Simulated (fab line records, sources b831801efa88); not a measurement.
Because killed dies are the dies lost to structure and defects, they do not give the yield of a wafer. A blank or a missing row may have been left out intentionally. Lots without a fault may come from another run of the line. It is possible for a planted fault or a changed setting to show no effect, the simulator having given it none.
Which tool was responsible? / flow sky130 / 39 wafers from 13 lots sampled at 3 of the route's 708 steps

## WHAT EACH GAUGE READ, for each wafer
SKY_PWDE_OVL_MEAS_07.
lot=L823; measured=day 3 18:01; on=overlay-01; PWDE_OVL (nm)=0.0 -0.6 1.0
lot=L824; measured=day 4 01:27; on=overlay-01; PWDE_OVL (nm)=-1.6 -0.2 0.6
lot=L825; measured=day 4 11:46; on=overlay-01; PWDE_OVL (nm)=-0.2 1.3 0.3
lot=L826; measured=day 4 18:34; on=overlay-02; PWDE_OVL (nm)=2.0 2.8 4.6
lot=L835; measured=day 6 17:07; on=overlay-01; PWDE_OVL (nm)=0.2 1.2 0.8
lot=L837; measured=day 7 04:17; on=overlay-02; PWDE_OVL (nm)=1.7 1.8 1.7
lot=L838; measured=day 7 07:43; on=overlay-02; PWDE_OVL (nm)=3.0 4.6 3.4
lot=L840; measured=day 7 18:30; on=overlay-02; PWDE_OVL (nm)=2.8 2.9 1.9
lot=L841; measured=day 8 00:42; on=overlay-02; PWDE_OVL (nm)=-0.4 -1.4 1.9
lot=L842; measured=day 8 07:47; on=overlay-01; PWDE_OVL (nm)=0.9 2.0 1.6
lot=L844; measured=day 8 17:50; on=overlay-02; PWDE_OVL (nm)=0.9 2.1 2.2
lot=L845; measured=day 8 23:36; on=overlay-01; PWDE_OVL (nm)=0.4 -0.2 -1.6
lot=L846; measured=day 9 07:28; on=overlay-01; PWDE_OVL (nm)=0.0 1.1 -0.8

SKY_PWDE_TW_MEAS_10.
lot=L823; measured=day 3 18:19; on=film metro-02; PWDE_TW=376.2 376.7 374.6
lot=L824; measured=day 4 01:46; on=film metro-02; PWDE_TW=372.3 375.3 374.6
lot=L825; measured=day 4 12:03; on=film metro-02; PWDE_TW=374.1 374.5 376.3
lot=L826; measured=day 4 18:52; on=film metro-02; PWDE_TW=373.1 375.1 375.7
lot=L835; measured=day 6 17:25; on=film metro-04; PWDE_TW=375.4 375.0 377.4
lot=L837; measured=day 7 04:34; on=film metro-02; PWDE_TW=379.4 378.5 375.7
lot=L838; measured=day 7 08:01; on=film metro-01; PWDE_TW=376.6 375.1 377.4
lot=L840; measured=day 7 18:47; on=film metro-02; PWDE_TW=379.6 379.3 376.5
lot=L841; measured=day 8 00:59; on=film metro-02; PWDE_TW=376.9 376.3 380.1
lot=L842; measured=day 8 08:05; on=film metro-02; PWDE_TW=379.5 377.5 380.0
lot=L844; measured=day 8 18:08; on=film metro-02; PWDE_TW=377.7 376.9 376.5
lot=L845; measured=day 8 23:53; on=film metro-04; PWDE_TW=379.3 377.2 378.2
lot=L846; measured=day 9 07:48; on=film metro-01; PWDE_TW=375.6 373.8 376.3

## TOOL THAT RAN EACH LOT (tool first, then ch and the chambers of the sampled wafers, then the start)
lot=L823; SKY_FIELD_ISO_STRIP_16=plasma asher-02 ch 0,1, day 2 04:31
lot=L824; SKY_FIELD_ISO_STRIP_16=plasma asher-01 ch 0,1, day 2 10:55
lot=L825; SKY_FIELD_ISO_STRIP_16=plasma asher-01 ch 0,1, day 2 16:20
lot=L826; SKY_FIELD_ISO_STRIP_16=plasma asher-01 ch 0,1, day 2 20:41
lot=L835; SKY_FIELD_ISO_STRIP_16=plasma asher-01 ch 0,1, day 4 19:54
lot=L837; SKY_FIELD_ISO_STRIP_16=plasma asher-01 ch 0,1, day 5 06:25
lot=L838; SKY_FIELD_ISO_STRIP_16=plasma asher-02 ch 0,1, day 5 11:03
lot=L840; SKY_FIELD_ISO_STRIP_16=plasma asher-01 ch 0,1, day 5 21:34
lot=L841; SKY_FIELD_ISO_STRIP_16=plasma asher-02 ch 0,1, day 6 02:31
lot=L842; SKY_FIELD_ISO_STRIP_16=plasma asher-01 ch 0,1, day 6 09:11
lot=L844; SKY_FIELD_ISO_STRIP_16=plasma asher-04 ch 0,1, day 6 19:07
lot=L845; SKY_FIELD_ISO_STRIP_16=plasma asher-01 ch 0,1, day 6 22:46
lot=L846; SKY_FIELD_ISO_STRIP_16=plasma asher-02 ch 0,1, day 7 05:35
- SKY_FIELD_ISO_STRIP_16: strips in O2/N2.

## WHAT THE TOOLS THEMSELVES READ (means of the sampled wafers that have a number; where no wafer has one, the mark that the record gives instead)
SKY_FIELD_ISO_STRIP_16.
lot=L823; tool=plasma asher-02; drypump motor current A (A)=5.5; n2 flow sccm (sccm)=298.9; oes product au (a.u.)=0.378; strip time to endpoint s (s)=3.538
lot=L824; tool=plasma asher-01; drypump motor current A (A)=5.1; n2 flow sccm (sccm)=301.1; oes product au (a.u.)=0.378; strip time to endpoint s (s)=3.535
lot=L825; tool=plasma asher-01; drypump motor current A (A)=5.3; n2 flow sccm (sccm)=299.9; oes product au (a.u.)=0.377; strip time to endpoint s (s)=3.548
lot=L826; tool=plasma asher-01; drypump motor current A (A)=5.1; n2 flow sccm (sccm)=300.4; oes product au (a.u.)=0.376; strip time to endpoint s (s)=3.524
lot=L835; tool=plasma asher-01; drypump motor current A (A)=5.3; n2 flow sccm (sccm)=300.0; oes product au (a.u.)=0.380; strip time to endpoint s (s)=3.525
lot=L837; tool=plasma asher-01; drypump motor current A (A)=5.2; n2 flow sccm (sccm)=300.4; oes product au (a.u.)=0.380; strip time to endpoint s (s)=3.539
lot=L838; tool=plasma asher-02; drypump motor current A (A)=5.8; n2 flow sccm (sccm)=299.1; oes product au (a.u.)=0.374; strip time to endpoint s (s)=3.530
lot=L840; tool=plasma asher-01; drypump motor current A (A)=5.2; n2 flow sccm (sccm)=300.5; oes product au (a.u.)=0.373; strip time to endpoint s (s)=3.560
lot=L841; tool=plasma asher-02; drypump motor current A (A)=5.5; n2 flow sccm (sccm)=299.8; oes product au (a.u.)=0.378; strip time to endpoint s (s)=3.531
lot=L842; tool=plasma asher-01; drypump motor current A (A)=5.2; n2 flow sccm (sccm)=298.4; oes product au (a.u.)=0.380; strip time to endpoint s (s)=3.544
lot=L844; tool=plasma asher-04; drypump motor current A (A)=5.2; n2 flow sccm (sccm)=299.6; oes product au (a.u.)=0.380; strip time to endpoint s (s)=3.551
lot=L845; tool=plasma asher-01; drypump motor current A (A)=5.1; n2 flow sccm (sccm)=301.3; oes product au (a.u.)=0.379; strip time to endpoint s (s)=3.530
lot=L846; tool=plasma asher-02; drypump motor current A (A)=5.8; n2 flow sccm (sccm)=300.7; oes product au (a.u.)=0.381; strip time to endpoint s (s)=3.508

## THE ANSWER, worked out from the rows above alone
Rule: the lots themselves supply what counts as usual. The widest of any qualifying gaps counts: lots, ordered by their means at a reading, are off when they make up no more than a third of the lots, leave a main group of 4 or more, and stand apart from it by 3 or more times the standard deviation of that group's means. Not used: any main group whose means are identical at the precision the tables above print for the reading. A lot without any number at a reading at which 4 lots or more have one is off too. All remaining lots with rows at the step are treated as sound. Order of review: gauges by route order, followed by the tools' own readings, for which a lot's mean as printed above is used. The first step at which some lot is off is used, and at that step the reading that is off furthest; a lot without a number counts as furthest.
No lot is off on any of the readings shown, so nothing can be concluded from this.

## WHAT WAS PUT IN BY THE SIMULATOR
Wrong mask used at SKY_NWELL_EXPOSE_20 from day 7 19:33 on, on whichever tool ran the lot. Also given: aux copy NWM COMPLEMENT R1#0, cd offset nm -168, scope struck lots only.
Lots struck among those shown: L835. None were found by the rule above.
